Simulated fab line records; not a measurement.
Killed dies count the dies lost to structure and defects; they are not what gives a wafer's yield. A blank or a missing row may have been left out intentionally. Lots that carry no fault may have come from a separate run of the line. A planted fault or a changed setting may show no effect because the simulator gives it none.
Check for tools in common | flow sky130 | Sample size 10 lots and 36 wafers

== WHY IT WAS OPENED ==
At SKY_POLY_GATE_THK_MEAS_01 the reading POLY_GATE_CVD_00_THK is flagged on 2 of 10 lots. Wafers without a fault read 180.8 nm, standard deviation 1.7.
Rule: a lot gets a flag if all its wafers with a number sit over 4 standard deviations from that mean, or if no wafer of it has a number. The other lots count as sound.

lot  | measured     | on            | POLY_GATE_CVD_00_THK (nm), wafer by wafer | flag
L710 | day 14 08:39 | film-metro-04 | 175.6 175.2 174.7                         |
L712 | day 14 23:37 | film-metro-04 | 180.8 179.9 181.0                         |
L713 | day 14 23:37 | film-metro-01 | 179.5 180.4 179.8                         |
L714 | day 15 15:19 | film-metro-04 | 182.5 183.6 183.0                         |
L716 | day 16 10:26 | film-metro-01 | 181.4 179.5 180.0                         |
L718 | day 16 22:01 | film-metro-03 | 181.1 181.3 180.3                         |
L717 | day 16 23:34 | film-metro-03 | 180.4 178.6 179.0                         |
L720 | day 17 16:47 | film-metro-03 | 179.9 180.6 181.3                         |
L729 | day 21 06:46 | film-metro-03 | 128.6 128.3 127.2 128.6 128.4 127.3       | FLAGGED
L730 | day 21 08:17 | film-metro-01 | 130.2 128.5 127.0 130.3 128.7 127.1       | FLAGGED
The numbers of the flagged lots are 128.3 nm on average: -52.5 nm against the usual, or -31 standard deviations.

== WHICH TOOL EACH LOT WENT THROUGH ==
The record holds 1 process step before the reading, out of a route of 708 steps. Each cell gives the tool, then ch followed by the chambers the sampled wafers passed through, then the start.
lot  | flag    | SKY_POLY_GATE_CVD_00
L710 |         | lpcvd-01 ch 1, day 14 07:26
L712 |         | lpcvd-01 ch 1, day 14 22:25
L713 |         | lpcvd-01 ch 1, day 14 22:25
L714 |         | lpcvd-01 ch 0, day 15 14:07
L716 |         | lpcvd-01 ch 1, day 16 09:12
L718 |         | lpcvd-01 ch 0, day 16 20:49
L717 |         | lpcvd-01 ch 1, day 16 22:21
L720 |         | lpcvd-01 ch 1, day 17 15:35
L729 | FLAGGED | lpcvd-01 ch 1, day 21 05:32
L730 | FLAGGED | lpcvd-01 ch 0, day 21 07:04
What is done by these steps:
- SKY_POLY_GATE_CVD_00: deposits poly-Si, target thk 180 nm, time 720 s.
- SKY_POLY_GATE_THK_MEAS_01

== FLAGGED AGAINST TOTAL, ONE TOOL AT A TIME (gauges that did the reading follow at the end) ==
step                      | tool          | lots run | flagged | share of the flagged lots | sound lots run after its first flagged lot
SKY_POLY_GATE_CVD_00      | lpcvd-01      | 10       | 2       | all                       | 0
SKY_POLY_GATE_THK_MEAS_01 | film-metro-01 | 3        | 1       | some                      | 0
SKY_POLY_GATE_THK_MEAS_01 | film-metro-03 | 4        | 1       | some                      | 0
SKY_POLY_GATE_THK_MEAS_01 | film-metro-04 | 3        | 0       | none                      | -

== WHAT IS ALLOWED BY THE TABLE ==
All flagged lots share 1 row of the table, namely lpcvd-01 at SKY_POLY_GATE_CVD_00.
- lpcvd-01 at SKY_POLY_GATE_CVD_00 ran 10 lots, 2 of them flagged. Its last sound lot is L720 (day 17 15:35), its first flagged lot L729 (day 21 05:32): a fault that began between those two fits. Its own readings lie more than 4 standard deviations out on every wafer of the flagged lots: spike-tc-bottom-C, spike-tc-centre-C, spike-tc-lower-C, spike-tc-top-C, spike-tc-upper-C, susceptor-temp-C.
One tool is left: lpcvd-01 at SKY_POLY_GATE_CVD_00.

== WHAT THE SIMULATOR PUT IN ==
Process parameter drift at SKY_POLY_GATE_CVD_00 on lpcvd-01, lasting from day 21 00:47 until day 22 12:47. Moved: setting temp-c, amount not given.
Lots struck among those shown: L729, L730. The rule above found the same.
